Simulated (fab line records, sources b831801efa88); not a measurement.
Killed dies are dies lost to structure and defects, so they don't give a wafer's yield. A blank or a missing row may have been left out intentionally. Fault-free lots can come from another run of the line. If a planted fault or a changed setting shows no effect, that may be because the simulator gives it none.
fab line records | flow gf180mcu
[record] lots = 15 | wafers = 41 | lastDay = 34
route steps=602 shown HV_LDD@214 PSD@259 SAB@264 SALICIDE@281
lots untouched by any fault: they come from a run of this same line in which no faults occurred
startH: start of the lot's first displayed wafer, in hours after the record's first day | waitH: time in hours since the lot's previous step | " identical to the entry in the row above | L1.1+2: a row that stands for several wafers | - either no value or no given start | * or withheld: withheld | < > ~ a bound
route shown NAME@n: names a module that has steps shown in the file, with the first one's number in the route | usual: mean and standard deviation over wafers with no fault | same: alike in all rows | chamber/n: place in a boat | sites: each site's reading | _std_site: their standard deviation | _edge_site: inner sites' mean taken away from outer sites' mean | radiusMm: for every site, how far away it sits from the centre of the wafer | mask NAME#n: copy n | behind: the tool/chamber that last shaped the wafer | hold: reason for holding the lot/hours on hold/outcome of the hold | device: the n, p or np transistor that did not switch | end of line: the tests these same wafers got at the end of their route | a step without rows: its recipe alone | killed: dies that structure and defects cost at the first sort, which is not the same as the wafer's yield | map: a wafer's dies, x killed, . not, _ none there
set.NAME: the setting that was run; set.NAME@STEP: the one run at that earlier step | model.NAME: the simulator's own value behind a step, which no gauge read
route steps across a sampled set of lots; one table per step, one row per wafer
services: the hour from which a tool's chamber was out of use, counted from the record's first day as startH (under 0 if before that day), plus the number of hours and why
[[steps]]
[step GF_HV_LDD_TW_MEAS_38]
[usual] HV_LDD_3_TW = 1436/25
lot.wafer | tool         | chamber | startH | waitH | HV_LDD_3_TW
L150.4    | filmMetro-04 | -       | 253.32 | 0.1   | 1433
L150.5    | "            | -       | "      | "     | 1420
L150.6    | "            | -       | "      | "     | 1423
L151.1    | filmMetro-01 | -       | 259.76 | 0.1   | 1402
L151.2    | "            | -       | "      | "     | 1414
L151.4    | "            | -       | "      | "     | 1409
L152.2    | filmMetro-03 | -       | 263.05 | 0.1   | 1466
L152.3    | "            | -       | "      | "     | 1455
L152.6    | "            | -       | "      | "     | 1462
L153.1    | filmMetro-01 | -       | 273.82 | 0.1   | 1403
L153.3    | "            | -       | "      | "     | 1408
L153.5    | "            | -       | "      | "     | 1403
L154.5    | filmMetro-04 | -       | 278.98 | 0.0   | 1416
L154.6    | "            | -       | "      | "     | 1419
L156.1    | filmMetro-04 | -       | 296.75 | 0.1   | 1417
L156.3    | "            | -       | "      | "     | 1415
L156.6    | "            | -       | "      | "     | 1412
L157.1    | filmMetro-01 | -       | 317.64 | 0.1   | 1421
L157.2    | "            | -       | "      | "     | 1419
L157.5    | "            | -       | "      | "     | 1419
L158.1    | filmMetro-03 | -       | 317.94 | 0.1   | 1471
L158.4    | "            | -       | "      | "     | 1469
L158.5    | "            | -       | "      | "     | 1473
L159.1    | filmMetro-03 | -       | 328.59 | 0.1   | 1469
L159.3    | "            | -       | "      | "     | 1470
L159.6    | "            | -       | "      | "     | 1470
L160.2    | filmMetro-03 | -       | 349.09 | 0.1   | 1463
L160.4    | "            | -       | "      | "     | 1475
L160.5    | "            | -       | "      | "     | 1467
L165.2    | filmMetro-01 | -       | 379.99 | 0.1   | 1423
L165.4    | "            | -       | "      | "     | 1410
L169.1    | filmMetro-04 | -       | 401.68 | 0.1   | 1420
L169.2    | "            | -       | "      | "     | 1423
L170.1    | filmMetro-03 | -       | 407.77 | 0.1   | 1470
L170.2    | "            | -       | "      | "     | 1460
L171.1    | filmMetro-03 | -       | 416.91 | 0.1   | 1463
L171.3    | "            | -       | "      | "     | 1458
L171.5    | "            | -       | "      | "     | 1467
L173.3    | filmMetro-04 | -       | 431.70 | 0.1   | 1423
L173.4    | "            | -       | "      | "     | 1426
L173.5    | "            | -       | "      | "     | 1424
[step GF_PSD_TW_MEAS_11]
[usual] PSD_TW = 3213/48
lot.wafer | tool         | chamber | startH | waitH | PSD_TW
L150.4    | filmMetro-03 | -       | 312.90 | 0.1   | 3262
L150.5    | "            | -       | "      | "     | 3262
L150.6    | "            | -       | "      | "     | 3249
L151.1    | filmMetro-02 | -       | 320.84 | 0.1   | 3184
L151.2    | "            | -       | "      | "     | 3199
L151.4    | "            | -       | "      | "     | 3190
L152.2    | filmMetro-03 | -       | 327.13 | 0.1   | 3261
L152.3    | "            | -       | "      | "     | 3251
L152.6    | "            | -       | "      | "     | 3252
L153.1    | filmMetro-03 | -       | 337.87 | 0.1   | 3261
L153.3    | "            | -       | "      | "     | 3247
L153.5    | "            | -       | "      | "     | 3267
L154.5    | filmMetro-02 | -       | 343.71 | 0.0   | 3175
L154.6    | "            | -       | "      | "     | 3171
L156.1    | filmMetro-02 | -       | 363.27 | 0.1   | 3191
L156.3    | "            | -       | "      | "     | 3195
L156.6    | "            | -       | "      | "     | 3179
L157.1    | filmMetro-04 | -       | 385.62 | 0.1   | 3144
L157.2    | "            | -       | "      | "     | 3147
L157.5    | "            | -       | "      | "     | 3142
L158.1    | filmMetro-03 | -       | 386.57 | 0.1   | 3263
L158.4    | "            | -       | "      | "     | 3253
L158.5    | "            | -       | "      | "     | 3254
L159.1    | filmMetro-04 | -       | 399.27 | 0.1   | 3144
L159.3    | "            | -       | "      | "     | 3154
L159.6    | "            | -       | "      | "     | 3162
L160.2    | filmMetro-02 | -       | 422.43 | 0.1   | 3191
L160.4    | "            | -       | "      | "     | 3191
L160.5    | "            | -       | "      | "     | 3177
L165.2    | filmMetro-03 | -       | 455.33 | 0.1   | 3251
L165.4    | "            | -       | "      | "     | 3235
L169.1    | filmMetro-03 | -       | 476.86 | 0.1   | 3265
L169.2    | "            | -       | "      | "     | 3277
L170.1    | filmMetro-03 | -       | 483.46 | 0.1   | 3224
L170.2    | "            | -       | "      | "     | 3236
L171.1    | filmMetro-02 | -       | 492.73 | 0.1   | 3202
L171.3    | "            | -       | "      | "     | 3201
L171.5    | "            | -       | "      | "     | 3200
L173.3    | filmMetro-04 | -       | 508.39 | 0.1   | 3131
L173.4    | "            | -       | "      | "     | 3113
L173.5    | "            | -       | "      | "     | 3122
[step GF_SAB_CVD_00]
[recipe] material = SiO2 | targetThkNm = 50 | precursor = TEOS | tempC = 400 | timeS = 4.9302 | rfW = 600
[usual] heaterPowerOuterW = 403/65 | heaterPowerW = 710/88
lot.wafer | tool     | chamber | startH | waitH | heaterPowerOuterW | heaterPowerW
L150.4    | pecvd-03 | 1       | 313.31 | 0.0   | 343               | 611
L150.5    | "        | 0       | "      | "     | 488               | 756
L150.6    | "        | 2       | "      | "     | 528               | 952
L151.1    | pecvd-01 | 0       | 321.27 | 0.1   | 289               | 595
L151.2    | "        | 1       | "      | "     | 336               | 616
L151.4    | "        | 0       | "      | "     | 298               | 580
L152.2    | pecvd-01 | 1       | 327.55 | 0.1   | 351               | 641
L152.3    | "        | 0       | "      | "     | 378               | 708
L152.6    | "        | 1       | "      | "     | 353               | 634
L153.1    | pecvd-03 | 2       | 338.30 | 0.1   | 477               | 880
L153.3    | "        | 0       | "      | "     | 446               | 696
L153.5    | "        | 2       | "      | "     | 467               | 878
L154.5    | pecvd-01 | 1       | 344.11 | 0.0   | 354               | 633
L154.6    | "        | 0       | "      | "     | 328               | 660
L156.1    | pecvd-02 | 2       | 363.70 | 0.1   | 395               | 703
L156.3    | "        | 1       | "      | "     | 426               | 727
L156.6    | "        | 2       | "      | "     | 399               | 720
L157.1    | pecvd-01 | 1       | 386.06 | 0.1   | 380               | 671
L157.2    | "        | 2       | "      | "     | 360               | 712
L157.5    | "        | 1       | "      | "     | 382               | 678
L158.1    | pecvd-03 | 2       | 387.00 | 0.1   | 480               | 894
L158.4    | "        | 2       | "      | "     | 494               | 867
L158.5    | "        | 1       | "      | "     | 390               | 701
L159.1    | pecvd-02 | 0       | 399.70 | 0.1   | 383               | 645
L159.3    | "        | 2       | "      | "     | 377               | 690
L159.6    | "        | 0       | "      | "     | 384               | 647
L160.2    | pecvd-03 | 1       | 422.85 | 0.1   | 423               | 726
L160.4    | "        | 1       | "      | "     | 435               | 714
L160.5    | "        | 2       | "      | "     | 530               | 952
L165.2    | pecvd-03 | 1       | 455.77 | 0.1   | 430               | 725
L165.4    | "        | 2       | "      | "     | 449               | 852
L169.1    | pecvd-03 | 2       | 477.34 | 0.1   | 395               | 777
L169.2    | "        | 0       | "      | "     | 508               | 779
L170.1    | pecvd-03 | 1       | 483.90 | 0.1   | 366               | 629
L170.2    | "        | 2       | "      | "     | 521               | 941
L171.1    | pecvd-01 | 1       | 493.17 | 0.1   | 423               | 730
L171.3    | "        | 2       | "      | "     | 390               | 713
L171.5    | "        | 0       | "      | "     | 317               | 604
L173.3    | pecvd-02 | 2       | 508.85 | 0.1   | 357               | 670
L173.4    | "        | 2       | "      | "     | 359               | 651
L173.5    | "        | 0       | "      | "     | 305               | 550
[step GF_SAB_THK_MEAS_01]
[recipe] reads = SiO2_of_SAB_CVD_00
[usual] SAB_CVD_00_THK = 50.0/0.69
lot.wafer | tool         | chamber | startH | waitH | SAB_CVD_00_THK[nm]
L150.4    | filmMetro-02 | -       | 313.35 | 0.0   | 50.3
L150.5    | "            | -       | "      | "     | 50.7
L150.6    | "            | -       | "      | "     | 51.1
L151.1    | filmMetro-01 | -       | 321.29 | 0.0   | 48.5
L151.2    | "            | -       | "      | "     | 50.3
L151.4    | "            | -       | "      | "     | 49.4
L152.2    | filmMetro-01 | -       | 327.58 | 0.0   | 50.2
L152.3    | "            | -       | "      | "     | 48.5
L152.6    | "            | -       | "      | "     | 50.0
L153.1    | filmMetro-02 | -       | 338.32 | 0.0   | 50.4
L153.3    | "            | -       | "      | "     | 49.2
L153.5    | "            | -       | "      | "     | 51.1
L154.5    | filmMetro-01 | -       | 344.16 | 0.0   | 50.6
L154.6    | "            | -       | "      | "     | 50.1
L156.1    | filmMetro-01 | -       | 363.72 | 0.0   | 51.0
L156.3    | "            | -       | "      | "     | 51.1
L156.6    | "            | -       | "      | "     | 51.3
L157.1    | filmMetro-04 | -       | 386.09 | 0.0   | 48.7
L157.2    | "            | -       | "      | "     | 48.8
L157.5    | "            | -       | "      | "     | 49.3
L158.1    | filmMetro-04 | -       | 387.02 | 0.0   | 49.8
L158.4    | "            | -       | "      | "     | 50.4
L158.5    | "            | -       | "      | "     | 50.9
L159.1    | filmMetro-04 | -       | 399.72 | 0.0   | 49.8
L159.3    | "            | -       | "      | "     | 49.0
L159.6    | "            | -       | "      | "     | 50.2
L160.2    | filmMetro-02 | -       | 422.88 | 0.0   | 49.5
L160.4    | "            | -       | "      | "     | 50.6
L160.5    | "            | -       | "      | "     | 50.5
L165.2    | filmMetro-01 | -       | 455.80 | 0.0   | 38.7
L165.4    | "            | -       | "      | "     | 49.5
L169.1    | filmMetro-01 | -       | 477.36 | 0.0   | 38.4
L169.2    | "            | -       | "      | "     | 38.7
L170.1    | filmMetro-01 | -       | 483.92 | 0.0   | 38.3
L170.2    | "            | -       | "      | "     | 38.7
L171.1    | filmMetro-02 | -       | 493.19 | 0.0   | 49.4
L171.3    | "            | -       | "      | "     | 49.6
L171.5    | "            | -       | "      | "     | 49.1
L173.3    | filmMetro-02 | -       | 508.89 | 0.0   | 49.9
L173.4    | "            | -       | "      | "     | 50.3
L173.5    | "            | -       | "      | "     | 50.6
[step GF_SALICIDE_SPUTTER_03]
[recipe] material = TiN | targetThkNm = 20 | powerW = 6500 | timeS = 16.7 | chamberPressurePa = 0.4
[usual] throttleValvePct = 29.7/1.3
[same] timeS = 16.7
lot.wafer | tool          | chamber | startH | waitH | throttleValvePct
L150.4    | pvdSputter-03 | -       | 333.53 | 0.0   | 28.2
L150.5    | "             | -       | "      | "     | 32.5
L150.6    | "             | -       | "      | "     | 29.8
L151.1    | pvdSputter-02 | -       | 342.39 | 0.0   | 30.4
L151.2    | "             | -       | "      | "     | 29.9
L151.4    | "             | -       | "      | "     | 28.3
L152.2    | pvdSputter-03 | -       | 349.54 | 0.0   | 30.1
L152.3    | "             | -       | "      | "     | 32.4
L152.6    | "             | -       | "      | "     | 32.4
L153.1    | pvdSputter-02 | -       | 361.15 | 0.0   | 31.1
L153.3    | "             | -       | "      | "     | 28.1
L153.5    | "             | -       | "      | "     | 31.1
L154.5    | pvdSputter-03 | -       | 366.56 | 0.0   | 28.4
L154.6    | "             | -       | "      | "     | 32.5
L156.1    | pvdSputter-02 | -       | 386.05 | 0.0   | 31.2
L156.3    | "             | -       | "      | "     | 30.4
L156.6    | "             | -       | "      | "     | 31.2
L157.1    | pvdSputter-02 | -       | 409.88 | 0.0   | 31.2
L157.2    | "             | -       | "      | "     | 30.1
L157.5    | "             | -       | "      | "     | 30.1
L158.1    | pvdSputter-01 | -       | 411.39 | 0.0   | 29.3
L158.4    | "             | -       | "      | "     | 29.2
L158.5    | "             | -       | "      | "     | 29.2
L159.1    | pvdSputter-03 | -       | 423.79 | 0.0   | 32.3
L159.3    | "             | -       | "      | "     | 29.8
L159.6    | "             | -       | "      | "     | 29.5
L160.2    | pvdSputter-01 | -       | 447.47 | 0.0   | 27.5
L160.4    | "             | -       | "      | "     | 29.0
L160.5    | "             | -       | "      | "     | 29.1
L165.2    | pvdSputter-01 | -       | 479.00 | 0.0   | 27.3
L165.4    | "             | -       | "      | "     | 28.9
L169.1    | pvdSputter-02 | -       | 502.08 | 0.0   | 30.3
L169.2    | "             | -       | "      | "     | 30.0
L170.1    | pvdSputter-03 | -       | 508.18 | 0.0   | 29.7
L170.2    | "             | -       | "      | "     | 32.3
L171.1    | pvdSputter-01 | -       | 516.40 | 0.0   | 30.5
L171.3    | "             | -       | "      | "     | 29.1
L171.5    | "             | -       | "      | "     | 28.9
L173.3    | pvdSputter-01 | -       | 532.40 | 0.0   | 30.3
L173.4    | "             | -       | "      | "     | 29.2
L173.5    | "             | -       | "      | "     | 29.1
[[services]]
tool          | chamber | startH | hours | kind
pecvd-02      | 2       | 294.84 | 2.8   | repair
pecvd-02      | -       | 332.67 | 0.7   | repair
pvdSputter-03 | 2       | 337.83 | -     | consumableReplace:kit
pvdSputter-03 | 2       | 337.83 | 18.0  | scheduledDown
pvdSputter-03 | 2       | 337.83 | 18.0  | ventCycle
pvdSputter-01 | -       | 340.79 | 4.4   | repair
pvdSputter-01 | -       | 359.89 | 11.3  | repair
pvdSputter-02 | -       | 362.83 | 1.9   | repair
pecvd-02      | -       | 368.88 | 14.0  | pm
pecvd-02      | 0       | 368.88 | 14.0  | ventCycle
pecvd-01      | 0       | 372.43 | 70.9  | repair
pecvd-03      | -       | 406.65 | 0.3   | repair
pvdSputter-02 | -       | 422.27 | 7.5   | repair
pecvd-02      | 0       | 422.86 | 18.4  | repair
pecvd-03      | 2       | 448.24 | 3.8   | repair
pecvd-03      | -       | 459.31 | 2.8   | pm
pvdSputter-02 | 2       | 464.99 | -     | consumableReplace:kit
pvdSputter-02 | 2       | 464.99 | 18.0  | scheduledDown
pvdSputter-02 | 2       | 464.99 | 18.0  | ventCycle
pvdSputter-01 | 0       | 508.14 | -     | consumableReplace:kit
pvdSputter-01 | 0       | 508.14 | 18.0  | scheduledDown
pvdSputter-01 | 0       | 508.14 | 18.0  | ventCycle
pecvd-03      | 1       | 509.64 | 18.4  | repair
pvdSputter-01 | -       | 518.69 | 1.6   | repair
[[key]]
[firstSign] step = GF_SAB_THK_MEAS_01 | reading = SAB_CVD_00_THK | direction = down | sigmas = 17 | usual = 50.0 | struck = 38.5
effect none on later readings
metAt GF_SAB_CVD_00
struckLots L165,L169,L170
struckWafers L165.2,L169.1,L169.2,L170.1,L170.2
testerLeftOut L165,L169,L170
notActingAt GF_HV_LDD_TW_MEAS_38,GF_PSD_TW_MEAS_11,GF_SALICIDE_SPUTTER_03
onsetBetween 422.85 455.77
[fault] kind = processParameterDrift | tool = pecvd-03 | chamber = - | onsetH = 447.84 | steps = GF_SAB_CVD_00 | channel = targetThkNm | offset = -11.137 | shape = step | endH = 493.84 | scope = struckWafersOnly | actsIn = theseRecipesOnly | stated = 50
// testerLeftOut: of these lots the tester's yield and bins aren't shown, on N5 and GAA mostly nor the transistor test; their killed dies are dies lost to structure and defects alone, not to doping, threshold or leakage, so they don't give the yield
